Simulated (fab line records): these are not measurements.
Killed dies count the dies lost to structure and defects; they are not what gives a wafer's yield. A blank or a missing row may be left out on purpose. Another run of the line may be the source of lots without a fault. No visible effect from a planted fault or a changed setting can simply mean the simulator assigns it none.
fab line records -- flow sky130
[record] lots = 7, wafers = 19, last-day = 50
route steps=708 shown LDD_HVP@279 LDD_LDN@289 PAD_OPEN@708
lots that met no fault: from a run of the same line without faults
start-h: the number of hours between the record's first day and the start of the first shown wafer of the lot -- wait-h: hours elapsed since this lot's preceding step -- " same as the row above -- L1.1+2: a single row standing in for several wafers -- - no value, or no start was given -- * or withheld: withheld -- < > ~ a bound
route shown NAME@n: a module of which the file shows steps, and the number in the route of the first -- usual: the fault-free wafers' mean and standard deviation -- same: alike in all rows -- chamber/n: place in a boat -- sites: per-site readings -- _std_site: the standard deviation of these -- _edge_site: the outer-site mean with the inner-site mean subtracted -- radius-mm: for every site, how far away it sits from the centre of the wafer -- mask NAME#n: copy n -- behind: the tool/chamber that last shaped the wafer -- hold: reason for holding the lot/hours on hold/outcome of the hold -- device: transistor that didn't switch, given as n, p or np -- end of line: tests of these same wafers at the route's end -- a step given without rows: its recipe and nothing more -- killed: count of dies lost to structure and defects at first sort (not the wafer's yield) -- map: a wafer's dies, marking killed ones x, the rest . and places with no die _
set.NAME: setting as actually run; set.NAME@STEP: the setting as run at that earlier step -- model.NAME: the simulator's own value behind a step, which no gauge read
lots at selected steps of the route; one table per step, one row per wafer
services: from which hour (start-h, from the record's first day; less than 0 if before it) a tool's chamber was out of use, for how many hours, and why
[[steps]]
[step SKY_LDD_HVP_HMDS_01]
[recipe] prime-time-s = 60, prime-temp-c = 120
[step SKY_LDD_HVP_COAT_02]
[recipe] resist = NOVOLAK, spin-rpm = 3000, resist-thk-nm = 300
[step SKY_LDD_HVP_SOFTBAKE_03]
[recipe] temp-c = 90, time-s = 60, resist = NOVOLAK
[step SKY_LDD_HVP_EXPOSE_04]
[recipe] mask-id = HVPTM, na = 0.6, source-shape = conventional, sigma-outer = 0.6, polarization = unpolarized, target-cd-nm = 700, dose-mj = 86
[step SKY_LDD_HVP_PEB_05]
[recipe] temp-c = withheld, time-s = *, resist = NOVOLAK
[step SKY_LDD_HVP_DEVELOP_06]
[recipe] resist = NOVOLAK, developer = TMAH, develop-time-s = 60, dev-temp-c = 23
[step SKY_LDD_HVP_OVL_MEAS_07]
[usual] LDD_HVP_OVL = -0.9/1.7
lot.wafer,tool,chamber,start-h,wait-h,LDD_HVP_OVL[nm]
L533.1,overlay-02,-,483.90,0.1,-3.3
L533.2,overlay-02,-,483.90,0.1,-2.5
L533.6,overlay-02,-,483.90,0.1,-1.6
L542.1,overlay-01,-,563.52,0.1,2.8
L542.2,overlay-01,-,563.52,0.1,3.1
L542.4,overlay-01,-,563.52,0.1,0.5
L543.1,overlay-02,-,571.32,0.1,-0.9
L543.4,overlay-02,-,571.32,0.1,-1.8
L543.6,overlay-02,-,571.32,0.1,-1.4
L547.3,overlay-02,-,597.68,0.1,-2.3
L547.4,overlay-02,-,597.68,0.1,0.1
L548.3,overlay-01,-,608.56,0.1,-1.0
L548.4,overlay-01,-,608.56,0.1,0.3
L549.2,overlay-01,-,619.90,0.1,-0.6
L549.5,overlay-01,-,619.90,0.1,-1.0
L549.6,overlay-01,-,619.90,0.1,-2.8
L556.1,overlay-02,-,672.78,0.1,-3.9
L556.4,overlay-02,-,672.78,0.1,-1.8
L556.6,overlay-02,-,672.78,0.1,-3.3
[step SKY_LDD_HVP_IMPLANT_08]
[recipe] species = B, energy-kev = 20, dose-cm2 = 1.7e+13, tilt-deg = 17.9
[step SKY_LDD_HVP_STRIP_09]
[recipe] chemistry = O2/N2, power-w = 1400, pressure-mtorr = 1500, platen-temp-c = withheld, o2-flow-sccm = 3000, n2-flow-sccm = 300, overash-fraction = 0.5
[usual] chamber-pressure-mTorr = 1500.1/1.4, drypump-motor-current-A = 5.7/0.49, oes-product-au = 0.408/0.0048, strip-time-to-endpoint-s = 4.138/0.013
lot.wafer,tool,chamber,start-h,wait-h,chamber-pressure-mTorr,drypump-motor-current-A,oes-product-au,rf-hours-counter-h,strip-time-to-endpoint-s
L533.1,plasma-asher-02,1,484.08,0.1,1501.0,5.4,0.400,66,4.128
L533.2,plasma-asher-02,0,484.08,0.1,1499.3,6.1,0.401,66,4.143
L533.6,plasma-asher-02,0,484.08,0.1,1500.1,6.1,0.406,-,4.141
L542.1,plasma-asher-03,1,563.70,0.1,1498.3,5.7,0.411,46,4.124
L542.2,plasma-asher-03,0,563.70,0.1,1499.9,5.8,0.405,46,4.135
L542.4,plasma-asher-03,1,563.70,0.1,1499.6,5.7,0.403,-,4.147
L543.1,plasma-asher-02,0,571.50,0.1,1500.9,6.1,0.405,72,4.151
L543.4,plasma-asher-02,0,571.50,0.1,1497.2,6.1,0.409,-,4.153
L543.6,plasma-asher-02,0,571.50,0.1,1499.6,6.1,0.416,-,4.144
L547.3,plasma-asher-01,1,597.89,0.1,1499.2,5.0,0.411,-,4.155
L547.4,plasma-asher-01,0,597.89,0.1,1500.6,6.4,0.403,-,4.152
L548.3,plasma-asher-01,1,608.81,0.1,1500.8,5.0,0.407,-,4.162
L548.4,plasma-asher-01,0,608.81,0.1,1501.0,6.4,0.410,-,4.156
L549.2,plasma-asher-03,0,620.08,0.1,1498.7,5.8,0.411,52,4.126
L549.5,plasma-asher-03,0,620.08,0.1,1501.1,5.8,0.408,-,4.126
L549.6,plasma-asher-03,1,620.08,0.1,1500.4,5.7,0.415,-,4.138
L556.1,plasma-asher-01,1,672.97,0.1,1502.4,5.0,0.409,94,4.131
L556.4,plasma-asher-01,0,672.97,0.1,1498.2,6.4,0.413,-,4.123
L556.6,plasma-asher-01,0,672.97,0.1,1501.6,6.4,0.404,-,4.121
[step SKY_LDD_HVP_TW_MEAS_10]
[usual] LDD_HVP_TW = 459/4
lot.wafer,tool,chamber,start-h,wait-h,LDD_HVP_TW
L533.1,film-metro-01,-,484.18,0.1,460
L533.2,film-metro-01,-,484.18,0.1,459
L533.6,film-metro-01,-,484.18,0.1,459
L542.1,film-metro-01,-,563.80,0.1,459
L542.2,film-metro-01,-,563.80,0.1,458
L542.4,film-metro-01,-,563.80,0.1,461
L543.1,film-metro-04,-,571.60,0.1,466
L543.4,film-metro-04,-,571.60,0.1,465
L543.6,film-metro-04,-,571.60,0.1,463
L547.3,film-metro-01,-,597.97,0.1,459
L547.4,film-metro-01,-,597.97,0.1,455
L548.3,film-metro-04,-,608.90,0.1,464
L548.4,film-metro-04,-,608.90,0.1,461
L549.2,film-metro-04,-,620.19,0.1,460
L549.5,film-metro-04,-,620.19,0.1,463
L549.6,film-metro-04,-,620.19,0.1,461
L556.1,film-metro-04,-,673.07,0.1,461
L556.4,film-metro-04,-,673.07,0.1,460
L556.6,film-metro-04,-,673.07,0.1,462
[step SKY_LDD_LDN_DEHYDRATE_00]
[recipe] temp-c = 200, time-s = 60
[step SKY_LDD_LDN_HMDS_01]
[recipe] prime-time-s = 60, prime-temp-c = 120
[step SKY_LDD_LDN_COAT_02]
[recipe] resist = NOVOLAK, spin-rpm = 3000, resist-thk-nm = 1140
lot.wafer,tool,chamber,start-h,wait-h,model.NOVOLAK_of_LDD_LDN_COAT_02.thk-nm
L533.1,litho-track-02,0,498.87,0.1,1145
L533.2+6,litho-track-02,0,498.87,0.1,1147
L542.1,litho-track-03,0,578.66,0.1,1134
L542.2,litho-track-03,0,578.66,0.1,1131
L542.4,litho-track-03,0,578.66,0.1,1130
L543.1,litho-track-02,0,585.97,0.1,1149
L543.4,litho-track-02,0,585.97,0.1,1143
L543.6,litho-track-02,0,585.97,0.1,1144
L547.3,litho-track-03,0,611.36,0.1,1140
L547.4,litho-track-03,0,611.36,0.1,501.5
L548.3,litho-track-03,0,622.91,0.1,1139
L548.4,litho-track-03,0,622.91,0.1,499.4
L549.2,litho-track-03,0,634.24,0.1,1140
L549.5,litho-track-03,0,634.24,0.1,499.9
L549.6,litho-track-03,0,634.24,0.1,1142
L556.1+6,litho-track-02,0,686.72,0.1,1137
L556.4,litho-track-02,0,686.72,0.1,1140
[step SKY_LDD_LDN_SOFTBAKE_03]
[recipe] temp-c = 90, time-s = 60, resist = NOVOLAK
[step SKY_LDD_LDN_EXPOSE_04]
[recipe] mask-id = LDNTM, na = 0.6, source-shape = conventional, sigma-outer = 0.6, polarization = unpolarized, target-cd-nm = 700, dose-mj = 140
[step SKY_LDD_LDN_PEB_05]
[recipe] temp-c = withheld, time-s = *, resist = NOVOLAK
[step SKY_LDD_LDN_DEVELOP_06]
[recipe] resist = NOVOLAK, developer = TMAH, develop-time-s = 60, dev-temp-c = 23
[usual] developer-temp-C = 22.99/0.1
lot.wafer,tool,chamber,start-h,wait-h,developer-temp-C,model.NOVOLAK_of_LDD_LDN_COAT_02.thk-nm
L533.1,litho-track-02,0,513.67,0.1,22.97,1145
L533.2,litho-track-02,0,513.67,0.1,23.17,1146
L533.6,litho-track-02,0,513.67,0.1,22.95,1146
L542.1,litho-track-03,0,592.81,0.1,23.14,1134
L542.2,litho-track-03,0,592.81,0.1,23.00,1130
L542.4,litho-track-03,0,592.81,0.1,22.88,1130
L543.1,litho-track-03,0,600.76,0.1,22.98,1148
L543.4,litho-track-03,0,600.76,0.1,22.85,1142
L543.6,litho-track-03,0,600.76,0.1,22.82,1144
L547.3,litho-track-03,0,626.36,0.1,23.01,1140
L547.4,litho-track-03,0,626.36,0.1,23.06,501.1
L548.3,litho-track-03,0,637.81,0.1,22.94,1138
L548.4,litho-track-03,0,637.81,0.1,22.87,499
L549.2,litho-track-03,0,648.64,0.1,23.06,1139
L549.5,litho-track-03,0,648.64,0.1,23.11,499.5
L549.6,litho-track-03,0,648.64,0.1,23.09,1142
L556.1,litho-track-03,0,700.16,0.1,22.91,1136
L556.4,litho-track-03,0,700.16,0.1,22.92,1140
L556.6,litho-track-03,0,700.16,0.1,22.97,1137
[step SKY_LDD_LDN_OVL_MEAS_07]
[usual] LDD_LDN_OVL = -1.1/1.4
lot.wafer,tool,chamber,start-h,wait-h,LDD_LDN_OVL[nm]
L533.1,overlay-02,-,513.82,0.1,-1.9
L533.2,overlay-02,-,513.82,0.1,-1.2
L533.6,overlay-02,-,513.82,0.1,-2.6
L542.1,overlay-02,-,592.96,0.1,-0.8
L542.2,overlay-02,-,592.96,0.1,-0.9
L542.4,overlay-02,-,592.96,0.1,-1.3
L543.1,overlay-02,-,600.91,0.1,-1.7
L543.4,overlay-02,-,600.91,0.1,-2.3
L543.6,overlay-02,-,600.91,0.1,-4.2
L547.3,overlay-02,-,626.48,0.1,1.6
L547.4,overlay-02,-,626.48,0.1,0.0
L548.3,overlay-01,-,637.93,0.1,-1.0
L548.4,overlay-01,-,637.93,0.1,0.4
L549.2,overlay-01,-,648.77,0.1,-2.1
L549.5,overlay-01,-,648.77,0.1,0.1
L549.6,overlay-01,-,648.77,0.1,-0.8
L556.1,overlay-02,-,700.31,0.1,-2.4
L556.4,overlay-02,-,700.31,0.1,-1.1
L556.6,overlay-02,-,700.31,0.1,-1.8
[step SKY_LDD_LDN_IMPLANT_08]
[recipe] species = As, energy-kev = 15, dose-cm2 = 1.25e+13, tilt-deg = withheld, rotation-deg = 23
[step SKY_LDD_LDN_IMPLANT_09]
[recipe] species = As, energy-kev = 15, dose-cm2 = 1.25e+13, tilt-deg = withheld, rotation-deg = 113
[step SKY_LDD_LDN_IMPLANT_10]
[recipe] species = As, energy-kev = 15, dose-cm2 = 1.25e+13, tilt-deg = withheld, rotation-deg = 203
[step SKY_LDD_LDN_IMPLANT_11]
[recipe] species = As, energy-kev = 15, dose-cm2 = 1.25e+13, tilt-deg = withheld, rotation-deg = 293
[step SKY_LDD_LDN_STRIP_12]
[recipe] chemistry = O2/N2, power-w = 1400, pressure-mtorr = 1500, platen-temp-c = withheld, o2-flow-sccm = 3000, n2-flow-sccm = 300, overash-fraction = 0.5
[usual] chamber-pressure-mTorr = 1499.9/1.3, drypump-motor-current-A = 5.73/0.27, oes-product-au = 0.715/0.0047, strip-time-to-endpoint-s = 14.19/0.047
lot.wafer,tool,chamber,start-h,wait-h,chamber-pressure-mTorr,drypump-motor-current-A,oes-product-au,rf-hours-counter-h,strip-time-to-endpoint-s
L533.1,plasma-asher-04,1,514.45,0.1,1500.2,5.22,0.716,8,14.24
L533.2,plasma-asher-04,0,514.45,0.1,1501.0,6.14,0.718,8,14.25
L533.6,plasma-asher-04,0,514.45,0.1,1501.1,6.11,0.713,-,14.25
L542.1,plasma-asher-02,0,593.60,0.1,1497.4,6.11,0.721,74,14.11
L542.2,plasma-asher-02,1,593.60,0.1,1499.7,5.44,0.714,74,14.08
L542.4,plasma-asher-02,0,593.60,0.1,1500.7,6.11,0.719,-,14.06
L543.1,plasma-asher-02,1,601.55,0.1,1498.7,5.49,0.707,75,14.27
L543.4,plasma-asher-02,1,601.55,0.1,1499.9,5.46,0.718,-,14.21
L543.6,plasma-asher-02,0,601.55,0.1,1499.3,6.11,0.719,-,14.23
L547.3,plasma-asher-02,0,627.13,0.1,1499.9,6.13,0.714,-,14.18
L547.4,plasma-asher-02,1,627.13,0.1,1500.3,5.46,0.516,-,6.68
L548.3,plasma-asher-02,1,638.58,0.1,1499.2,5.47,0.720,-,14.16
L548.4,plasma-asher-02,0,638.58,0.1,1503.1,6.13,0.509,-,6.66
L549.2,plasma-asher-02,0,649.40,0.1,1499.7,6.12,0.712,80,14.17
L549.5,plasma-asher-02,1,649.40,0.1,1501.5,5.45,0.510,-,6.65
L549.6,plasma-asher-02,0,649.40,0.1,1499.3,6.12,0.712,-,14.20
L556.1,plasma-asher-03,1,700.95,0.1,1501.8,5.71,0.712,60,14.15
L556.4,plasma-asher-03,0,700.95,0.1,1501.5,5.74,0.711,-,14.19
L556.6,plasma-asher-03,0,700.95,0.1,1499.7,5.74,0.722,-,14.15
[step SKY_LDD_LDN_TW_MEAS_13]
[usual] LDD_LDN_TW = 1484/8.8
lot.wafer,tool,chamber,start-h,wait-h,LDD_LDN_TW
L533.1,film-metro-01,-,514.55,0.1,1495
L533.2,film-metro-01,-,514.55,0.1,1489
L533.6,film-metro-01,-,514.55,0.1,1492
L542.1,film-metro-02,-,593.70,0.1,1485
L542.2,film-metro-02,-,593.70,0.1,1494
L542.4,film-metro-02,-,593.70,0.1,1486
L543.1,film-metro-03,-,601.65,0.1,1480
L543.4,film-metro-03,-,601.65,0.1,1474
L543.6,film-metro-03,-,601.65,0.1,1481
L547.3,film-metro-01,-,627.22,0.1,1477
L547.4,film-metro-01,-,627.22,0.1,1482
L548.3,film-metro-01,-,638.67,0.1,1478
L548.4,film-metro-01,-,638.67,0.1,1481
L549.2,film-metro-01,-,649.51,0.1,1482
L549.5,film-metro-01,-,649.51,0.1,1496
L549.6,film-metro-01,-,649.51,0.1,1488
L556.1,film-metro-03,-,701.05,0.1,1489
L556.4,film-metro-03,-,701.05,0.1,1492
L556.6,film-metro-03,-,701.05,0.1,1488
[step SKY_PAD_OPEN_PROBE_99]
[usual] killed_at_M0_to_M3 = 42/7.4, killed_at_M4_up = 3.4/1.8, killed-at-contacts = 25/5.4, killed-at-front-end = 15/4.4, killed-at-other = 0.2/0.52, killed-dies = 86/9.3, killed-open = 47/7.6, killed-short = 39/6.5
[same] gross-dies = 492, killed-at-back-side = 0
lot.wafer,tool,chamber,start-h,wait-h,killed_at_M0_to_M3,killed_at_M4_up,killed-at-contacts,killed-at-front-end,killed-at-other,killed-dies,killed-open,killed-short
L533.1,prober-02,-,1071.98,0.1,40,4,25,14,3,86,50,36
L533.2,prober-02,-,1072.03,0.1,44,5,23,8,0,80,46,34
L533.6,prober-02,-,1072.23,0.2,47,5,20,15,0,87,53,34
L542.4,prober-01,-,1123.92,0.2,41,2,24,12,0,79,37,42
L543.1,prober-02,-,1128.65,0.1,34,2,27,12,0,75,40,35
L543.4,prober-02,-,1128.80,0.2,50,3,30,19,0,102,54,48
L543.6,prober-02,-,1128.90,0.2,33,4,24,23,0,84,47,37
L547.3,prober-02,-,1143.70,0.2,29,5,29,17,0,80,39,41
L547.4,prober-02,-,1143.75,0.2,40,3,19,47,0,109,40,43
L548.3,prober-02,-,1152.28,0.2,47,2,26,14,0,89,46,43
L548.4,prober-02,-,1152.33,0.2,39,2,21,42,1,105,52,37
L549.2,prober-01,-,1160.52,0.1,45,1,26,12,1,85,44,41
L549.5,prober-01,-,1160.67,0.2,38,6,27,38,0,109,47,39
L549.6,prober-01,-,1160.72,0.2,39,5,31,22,0,97,43,54
// killed by level:class
L533.1 VIA1:geometric-particle:open=10 METAL2:geometric-particle:short=10 LI_CONTACT:geometric-particle:open=9 CONTACT:geometric-particle:open=9 FIELD_ISO:geometric-particle:open=6 METAL1:geometric-particle:short=6 VIA3:geometric-particle:open=5 CONTACT:geometric-particle:short=4
L533.2 METAL1:geometric-particle:short=10 VIA3:geometric-particle:open=8 VIA1:geometric-particle:open=7 LI_CONTACT:geometric-particle:open=6 CONTACT:geometric-particle:open=6 LOCAL_INTERCONNECT:geometric-particle:short=5 VIA2:geometric-particle:open=5 POLY_GATE:geometric-particle:open=4
L533.6 CONTACT:geometric-particle:open=10 VIA1:geometric-particle:open=10 METAL2:geometric-particle:short=7 VIA2:geometric-particle:open=7 VIA3:geometric-particle:open=7 FIELD_ISO:geometric-particle:short=4 LI_CONTACT:geometric-particle:open=4 CONTACT:geometric-particle:short=4
L542.4 METAL2:geometric-particle:short=11 VIA1:geometric-particle:open=10 CONTACT:geometric-particle:open=7 CONTACT:geometric-particle:short=6 LI_CONTACT:geometric-particle:open=5 VIA2:geometric-particle:open=5 FIELD_ISO:geometric-particle:short=4 LOCAL_INTERCONNECT:geometric-particle:short=4
L543.1 CONTACT:geometric-particle:open=11 VIA1:geometric-particle:open=11 FIELD_ISO:geometric-particle:short=6 LI_CONTACT:geometric-particle:open=6 METAL2:geometric-particle:short=6 CONTACT:geometric-particle:short=5 VIA1:geometric-particle:short=4 LOCAL_INTERCONNECT:geometric-particle:short=4
L543.4 CONTACT:geometric-particle:open=11 LI_CONTACT:geometric-particle:open=10 FIELD_ISO:geometric-particle:open=8 FIELD_ISO:geometric-particle:short=7 METAL1:geometric-particle:short=7 VIA2:geometric-particle:open=7 VIA3:geometric-particle:open=7 CONTACT:geometric-particle:short=6
L543.6 VIA1:geometric-particle:open=10 FIELD_ISO:geometric-particle:open=6 CONTACT:geometric-particle:short=6 CONTACT:geometric-particle:open=6 FIELD_ISO:geometric-particle:short=4 POLY_GATE:geometric-particle:short=4 POLY_GATE:geometric-particle:open=4 LI_CONTACT:geometric-particle:open=4
L547.3 CONTACT:geometric-particle:open=13 VIA2:geometric-particle:open=8 FIELD_ISO:geometric-particle:short=6 POLY_GATE:geometric-particle:short=5 LI_CONTACT:geometric-particle:open=5 CONTACT:geometric-particle:short=5 METAL4:geometric-particle:short=5 VIA3:geometric-particle:short=4
L547.4 LDD_LDN:area-expose=26 CONTACT:geometric-particle:open=10 VIA1:geometric-particle:open=8 VIA3:geometric-particle:open=8 POLY_GATE:geometric-particle:short=7 FIELD_ISO:geometric-particle:short=5 CONTACT:geometric-particle:short=5 VIA2:geometric-particle:open=5
L548.3 CONTACT:geometric-particle:open=12 METAL1:geometric-particle:short=10 VIA3:geometric-particle:open=10 LI_CONTACT:geometric-particle:open=6 VIA2:geometric-particle:short=6 FIELD_ISO:geometric-particle:short=5 LOCAL_INTERCONNECT:geometric-particle:short=5 VIA1:geometric-particle:open=5
L548.4 LDD_LDN:area-expose=16 VIA1:geometric-particle:open=14 CONTACT:geometric-particle:open=10 FIELD_ISO:geometric-particle:open=8 METAL1:geometric-particle:short=6 FIELD_ISO:geometric-particle:short=5 POLY_GATE:geometric-particle:short=5 LI_CONTACT:geometric-particle:open=5
L549.2 VIA1:geometric-particle:open=12 CONTACT:geometric-particle:open=11 METAL1:geometric-particle:short=10 LI_CONTACT:geometric-particle:open=7 VIA1:geometric-particle:short=6 POLY_GATE:geometric-particle:open=5 CONTACT:geometric-particle:short=5 VIA3:geometric-particle:open=4
L549.5 LDD_LDN:area-expose=23 VIA3:geometric-particle:open=11 LI_CONTACT:geometric-particle:open=10 LOCAL_INTERCONNECT:geometric-particle:short=7 METAL2:geometric-particle:short=6 VIA2:geometric-particle:open=6 POLY_GATE:geometric-particle:short=4 LI_CONTACT:geometric-particle:short=4
L549.6 METAL2:geometric-particle:short=13 CONTACT:geometric-particle:open=10 FIELD_ISO:geometric-particle:open=6 POLY_GATE:geometric-particle:short=6 LI_CONTACT:geometric-particle:open=6 FIELD_ISO:geometric-particle:short=5 LOCAL_INTERCONNECT:geometric-particle:short=5 CONTACT:geometric-particle:short=5
// map L547.4 (x killed, . not)
__________xxx.x....x_________
________....x......x.x_______
______..x....x...x..x..._____
_____xxxx........x.......____
____x.x..x...xxx.x.x...xx.___
___.....x.x...x.....x......__
__.x.x.....x..x..x.........._
_x....x...xx..........x.....x
_.xx.....x.................xx
_xxx.x........x.x..x.....x...
_xx.....x....x.....xx...x....
_.xxx....................x.x.
_..x...x.x..............x.x..
_xx.x..x......xx.....x..x..x.
_x.xx.x..x.....x.......x.x..x
__.........x....x..........._
___xx...............x....x.__
____......................___
_____x....xx.x...x.......____
______x..x.....x.....x.._____
________...x.......x.._______
__________.xx......._________
// map L548.4 (x killed, . not)
__________......xx.._________
________.x..x.....x..x_______
______........x....x.x.._____
_____..x.........x...x...____
____....x.x.......x.x....x___
___x.....x...x...........x.__
__x.x..x...x...x.x...x....x._
_...x............x.....x.....
_....xx.....xx...x...........
_.....x....x..x......xx....x.
_..xx....xxx.....x..x.x......
_.xx.....x.x....x...x........
_...........xx..x......x..x..
_...x..x.x..x..x.xx...x......
_....x.....xx......xxx.......
__x.x....x..xx.x..xx..x.x..._
___x..x.......xx..x...xx...__
____..............x.......___
_____....xx....x.x.x..xx.____
______..x....x.........._____
________.........x..x._______
__________.........._________
[[services]]
tool,chamber,start-h,hours,kind
plasma-asher-04,-,507.15,6.7,repair
plasma-asher-02,-,513.63,28.1,pm
plasma-asher-02,-,566.97,3.0,repair
plasma-asher-03,-,670.43,5.3,repair
plasma-asher-02,-,674.19,8.3,repair
plasma-asher-02,-,684.45,14.6,pm
plasma-asher-04,-,690.53,5.0,repair
[[key]]
[first-sign] step = SKY_LDD_LDN_STRIP_12, reading = strip-time-to-endpoint-s, direction = down, sigmas = 99+, usual = *, struck = *
[effect] step = SKY_LDD_LDN_STRIP_12, reading = oes-product-au, direction = down, sigmas = 43, usual = 0.715, struck = 0.512
[effect] step = SKY_PAD_OPEN_PROBE_99, reading = killed-at-front-end, direction = up, sigmas = 6.2, usual = 15, struck = 42
[model-effect] step = SKY_LDD_LDN_COAT_02, value = NOVOLAK_of_LDD_LDN_COAT_02.thk-nm, without = 1143, struck = 500.3
[model-effect] step = SKY_LDD_LDN_DEVELOP_06, value = NOVOLAK_of_LDD_LDN_COAT_02.thk-nm, without = 1143, struck = 499.9
met-at SKY_LDD_LDN_COAT_02
struck-wafers L547.4,L548.4,L549.5
tester-left-out L547,L548,L549
onset-between 578.66 611.36
[fault] kind = process-parameter-drift, tool = litho-track-03, chamber = -, onset-h = 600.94, steps = SKY_LDD_LDN_COAT_02, channel = resist-thk-nm, offset = -641.12, shape = step, end-h = 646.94, scope = struck-wafers-only, acts-in = these-recipes-only, stated = 1140
// tester-left-out: of these lots the tester's yield and bins aren't shown, on N5 and GAA mostly nor the transistor test; their killed dies are dies lost to structure and defects alone, not to doping, threshold or leakage, so they don't give the yield
